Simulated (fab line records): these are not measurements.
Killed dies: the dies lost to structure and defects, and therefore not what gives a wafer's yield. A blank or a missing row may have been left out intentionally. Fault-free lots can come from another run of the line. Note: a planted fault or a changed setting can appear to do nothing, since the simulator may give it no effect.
fab line records	flow sky130	part 2 of 2: steps 43 to 43 of 43
record lots=7	wafers=21	lastDay=49
route steps=708 shown LDD_HVP@286 LDD_LDN@289 SPACER@304 POLY_CUT@307 SD_P@320 PAD_OPEN@708
lots untouched by any fault: they come from a run of this same line in which no faults occurred
startH: hours from the record's opening day to when the first of the lot's shown wafers began	waitH: how many hours have passed since the lot's step before this one	" as in the row above	L1.1+2: a row that stands for several wafers	- no value, or no start was given	* or withheld: withheld	< > ~ a bound
route shown NAME@n: NAME is a module with steps in the file, n the number in the route of the first one	usual: mean/standard deviation taken from wafers without a fault	same: alike in all rows	chamber/n: place in a boat	sites: readings site by site	_std_site: their standard deviation	_edge_site: inner sites' mean taken away from outer sites' mean	radiusMm: for every site, how far away it sits from the centre of the wafer	mask NAME#n: copy n	behind: the last tool/chamber to shape the wafer	hold: what put the lot on hold/how long, in hours/how the hold closed	device: transistor that didn't switch, given as n, p or np	end of line: the route-end tests of the same wafers	for a step that has no rows: nothing shown but its recipe	killed: not the wafer's yield, but the dies lost to structure and defects at the first sort	map: the dies of a wafer, with x for killed, . for not killed, _ for no die there
set.NAME: the setting the step ran with; set.NAME@STEP: the setting that earlier step ran with	model.NAME: the simulator's own value behind a step, which no gauge read
lots at some steps of the route; a table a step, a row a wafer
services: the hour from which a tool's chamber was out of use, counted from the record's first day as startH (under 0 if before that day), plus the number of hours and why
## steps
# step SKY_PAD_OPEN_PROBE_99
# usual killed_at_M0_to_M3=41/6.2	killed_at_M4_up=3.0/1.7	killedAtContacts=25/5.8	killedAtFrontEnd=16/4.5	killedAtOther=0.2/0.42	killedDies=85/8.4	killedOpen=46/5.9	killedShort=39/6.3
# same grossDies=492	killedAtBackSide=0
lot.wafer	tool	chamber	startH	waitH	killed_at_M0_to_M3	killed_at_M4_up	killedAtContacts	killedAtFrontEnd	killedAtOther	killedDies	killedOpen	killedShort	model.etest.tipSonos.rsOhmSqRange	model.etest.tipSonos.rsOhmSqRimLessCentre
L894.4	prober-02	-	1083.34	0.2	38	4	22	19	0	83	45	38	33.18	-2.144
L894.5	prober-02	-	1083.39	0.2	50	6	18	16	0	90	49	41	23.12	-19.74
L894.6	prober-02	-	1083.44	0.2	43	6	23	20	1	93	48	45	25.41	7.178
L899.2	prober-01	-	1111.35	0.1	35	2	29	26	0	92	51	41	30.01	17.02
L899.5	prober-01	-	1111.50	0.2	54	6	20	10	0	90	48	42	33.82	2.861
L899.6	prober-01	-	1111.55	0.2	39	3	27	18	0	87	50	37	54.81	4.504
L902.2	prober-02	-	1127.92	0.1	36	3	16	14	0	69	37	32	44.75	1.567
L902.4	prober-02	-	1128.02	0.2	35	5	25	15	0	80	52	28	37.11	-20.3
L902.6	prober-02	-	1128.12	0.2	28	2	23	18	1	72	37	35	44.35	-21.96
L904.1	prober-02	-	1142.77	0.1	37	2	24	11	0	74	43	31	43.43	23.95
L904.5	prober-02	-	1142.97	0.2	54	3	16	11	1	85	50	35	43.75	12.41
L904.6	prober-02	-	1143.02	0.2	46	2	22	17	0	87	42	45	29.59	1.06
L908.1	prober-02	-	1161.81	0.1	42	7	18	19	0	86	40	46	83.88	-16.17
L908.3	prober-02	-	1161.91	0.2	50	1	17	9	1	78	47	31	80.89	-35.08
L908.5	prober-02	-	1162.01	0.2	36	2	30	14	0	82	43	39	100.2	-50.01
L909.1	prober-01	-	1165.92	0.1	44	5	24	10	0	83	49	34	96.13	-31.58
L909.2	prober-01	-	1165.97	0.1	36	4	22	16	0	78	42	36	77.78	-18.83
L909.3	prober-01	-	1166.02	0.2	52	1	24	15	0	92	46	46	62.19	-14.42
L910.2	prober-02	-	1172.11	0.1	37	4	31	10	0	82	51	31	84.44	-15.09
L910.4	prober-02	-	1172.21	0.2	42	2	18	14	0	76	39	37	112.8	-4.347
L910.5	prober-02	-	1172.26	0.2	42	5	22	16	0	85	49	35	85.08	-18.57
# killed by level:class
L894.4 VIA1:geometricParticle:open=7 VIA3:geometricParticle:open=7 VIA2:geometricParticle:open=6 CONTACT:geometricParticle:open=5 POLY_GATE:geometricParticle:open=5 POLY_GATE:geometricParticle:short=5 LOCAL_INTERCONNECT:geometricParticle:short=5 FIELD_ISO:geometricParticle:short=4
L894.5 VIA1:geometricParticle:open=13 VIA3:geometricParticle:open=11 METAL1:geometricParticle:short=8 CONTACT:geometricParticle:open=6 LOCAL_INTERCONNECT:geometricParticle:short=5 VIA2:geometricParticle:open=5 POLY_GATE:geometricParticle:short=4 LI_CONTACT:geometricParticle:open=4
L894.6 CONTACT:geometricParticle:open=13 VIA1:geometricParticle:open=11 POLY_GATE:geometricParticle:short=6 VIA1:geometricParticle:short=5 VIA3:geometricParticle:open=5 VIA2:geometricParticle:open=5 FIELD_ISO:geometricParticle:short=4 METAL3:geometricParticle:short=4
L899.2 VIA1:geometricParticle:open=10 CONTACT:geometricParticle:open=9 FIELD_ISO:geometricParticle:short=6 SPACER:geometricParticle:open=6 CONTACT:geometricParticle:short=6 VIA2:geometricParticle:open=6 FIELD_ISO:geometricParticle:open=5 LI_CONTACT:geometricParticle:open=5
L899.5 CONTACT:geometricParticle:open=11 VIA1:geometricParticle:open=10 VIA2:geometricParticle:open=7 VIA3:geometricParticle:open=7 VIA3:geometricParticle:short=6 CONTACT:geometricParticle:short=5 VIA1:geometricParticle:short=5 POLY_GATE:geometricParticle:short=4
L899.6 VIA1:geometricParticle:open=10 VIA2:geometricParticle:open=8 CONTACT:geometricParticle:open=7 LI_CONTACT:geometricParticle:open=7 FIELD_ISO:geometricParticle:open=6 POLY_GATE:geometricParticle:short=5 LOCAL_INTERCONNECT:geometricParticle:short=5 VIA3:geometricParticle:open=5
L902.2 VIA1:geometricParticle:open=11 FIELD_ISO:geometricParticle:short=5 FIELD_ISO:geometricParticle:open=4 CONTACT:geometricParticle:short=4 VIA2:geometricParticle:open=4 LI_CONTACT:geometricParticle:open=4 VIA3:geometricParticle:open=4 LOCAL_INTERCONNECT:geometricParticle:short=3
L902.4 VIA1:geometricParticle:open=9 CONTACT:geometricParticle:short=7 CONTACT:geometricParticle:open=7 VIA2:geometricParticle:open=7 FIELD_ISO:geometricParticle:open=6 LI_CONTACT:geometricParticle:open=5 VIA3:geometricParticle:open=5 POLY_GATE:geometricParticle:open=3
L902.6 CONTACT:geometricParticle:open=11 VIA2:geometricParticle:open=6 FIELD_ISO:geometricParticle:short=5 POLY_GATE:geometricParticle:short=5 METAL1:geometricParticle:short=5 FIELD_ISO:geometricParticle:open=4 LOCAL_INTERCONNECT:geometricParticle:short=4 METAL2:geometricParticle:short=4
L904.1 VIA1:geometricParticle:open=9 VIA3:geometricParticle:open=8 LI_CONTACT:geometricParticle:open=7 CONTACT:geometricParticle:open=7 CONTACT:geometricParticle:short=6 METAL1:geometricParticle:short=3 VIA1:geometricParticle:short=3 VIA2:geometricParticle:open=3
L904.5 VIA3:geometricParticle:open=15 VIA1:geometricParticle:open=11 CONTACT:geometricParticle:open=8 VIA2:geometricParticle:open=8 METAL2:geometricParticle:short=5 METAL3:geometricParticle:short=4 POLY_GATE:geometricParticle:short=3 LOCAL_INTERCONNECT:geometricParticle:short=3
L904.6 CONTACT:geometricParticle:open=11 VIA1:geometricParticle:open=9 METAL1:geometricParticle:short=6 VIA2:geometricParticle:open=6 POLY_GATE:geometricParticle:short=5 CONTACT:geometricParticle:short=5 VIA2:geometricParticle:short=5 VIA3:geometricParticle:open=5
L908.1 VIA1:geometricParticle:short=11 VIA1:geometricParticle:open=9 POLY_GATE:geometricParticle:short=8 CONTACT:geometricParticle:open=8 METAL2:geometricParticle:short=7 LI_CONTACT:geometricParticle:open=5 METAL4:geometricParticle:short=5 VIA3:geometricParticle:open=5
L908.3 VIA1:geometricParticle:open=16 VIA2:geometricParticle:open=7 METAL2:geometricParticle:short=6 LI_CONTACT:geometricParticle:open=6 VIA3:geometricParticle:open=6 CONTACT:geometricParticle:open=5 POLY_GATE:geometricParticle:short=4 METAL1:geometricParticle:short=4
L908.5 VIA1:geometricParticle:open=11 CONTACT:geometricParticle:open=10 LI_CONTACT:geometricParticle:open=6 LI_CONTACT:geometricParticle:short=5 VIA3:geometricParticle:open=5 LOCAL_INTERCONNECT:geometricParticle:short=4 CONTACT:geometricParticle:short=4 METAL2:geometricParticle:short=4
L909.1 VIA1:geometricParticle:open=13 CONTACT:geometricParticle:open=8 CONTACT:geometricParticle:short=7 FIELD_ISO:geometricParticle:open=6 METAL3:geometricParticle:short=6 LI_CONTACT:geometricParticle:open=5 METAL1:geometricParticle:open=4 VIA2:geometricParticle:open=4
L909.2 VIA1:geometricParticle:open=10 METAL1:geometricParticle:short=9 LI_CONTACT:geometricParticle:open=8 VIA3:geometricParticle:open=6 FIELD_ISO:geometricParticle:open=5 CONTACT:geometricParticle:open=5 FIELD_ISO:geometricParticle:short=4 LI_CONTACT:geometricParticle:short=4
L909.3 VIA1:geometricParticle:open=14 CONTACT:geometricParticle:open=12 METAL1:geometricParticle:short=9 METAL2:geometricParticle:short=6 VIA2:geometricParticle:short=6 POLY_GATE:geometricParticle:short=5 CONTACT:geometricParticle:short=5 VIA1:geometricParticle:short=5
L910.2 CONTACT:geometricParticle:open=13 VIA1:geometricParticle:open=10 LI_CONTACT:geometricParticle:open=7 VIA2:geometricParticle:open=5 VIA1:geometricParticle:short=5 VIA3:geometricParticle:open=5 LOCAL_INTERCONNECT:geometricParticle:short=4 CONTACT:geometricParticle:short=4
L910.4 VIA2:geometricParticle:open=10 CONTACT:geometricParticle:open=7 CONTACT:geometricParticle:short=5 VIA1:geometricParticle:short=5 VIA3:geometricParticle:short=5 VIA3:geometricParticle:open=5 POLY_GATE:geometricParticle:short=4 VIA1:geometricParticle:open=4
L910.5 VIA1:geometricParticle:open=11 CONTACT:geometricParticle:open=7 METAL2:geometricParticle:short=7 LI_CONTACT:geometricParticle:open=6 FIELD_ISO:geometricParticle:open=5 VIA2:geometricParticle:open=5 POLY_GATE:geometricParticle:open=4 CONTACT:geometricParticle:short=4
## services
tool	chamber	startH	hours	kind
plasmaAsher-03	-	485.36	4.7	repair
implanter-01	-	493.97	1.6	repair
plasmaAsher-03	-	500.66	2.8	pm
rieDiel-03	-	505.46	2.4	repair
rieDiel-04	0	511.95	8.6	repair
rieDiel-01	3	526.63	15.1	repair
rieDiel-02	2	530.49	5.6	repair
rieDiel-02	-	532.92	4.7	repair
rieDiel-03	1	548.24	1.5	repair
rieDiel-03	2	570.05	13.1	repair
rieDiel-02	-	584.93	14.6	pm
plasmaAsher-02	-	585.15	2.8	pm
implanter-01	-	586.31	3.4	pm
rieDiel-03	-	589.35	2.8	pm
rieDiel-03	2	594.76	2.5	repair
plasmaAsher-02	-	599.15	7.2	repair
rieDiel-04	2	616.03	16.7	repair
rieDiel-04	-	617.70	0.5	repair
rieDiel-03	1	632.57	12.1	repair
rieDiel-02	1	654.79	8.2	repair
rieDiel-02	0	672.54	9.5	repair
rieDiel-03	0	679.88	3.5	repair
implanter-01	-	680.47	1.7	repair
plasmaAsher-02	-	681.34	8.2	repair
## key
firstSign none at tools or gauges
modelEffect step=SKY_PAD_OPEN_PROBE_99	value=etest.tipSonos.rsOhmSqRange	without=38.71	struck=87.04
metAt SKY_LDD_LDN_IMPLANT_09
struckWafers L908.1,L908.3,L908.5,L909.1,L909.2,L909.3,L910.2,L910.4,L910.5
testerLeftOut L908,L909,L910
onsetBetween 621.91 649.48
alsoFits time
fault kind=processParameterDrift	tool=implanter-01	chamber=-	onsetH=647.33	steps=SKY_LDD_LDN_IMPLANT_09	channel=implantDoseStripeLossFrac	offset=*	shape=step	endH=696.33
# testerLeftOut: of these lots the tester's yield and bins aren't shown, on N5 and GAA mostly nor the transistor test; their killed dies are dies lost to structure and defects alone, not to doping, threshold or leakage, so they don't give the yield
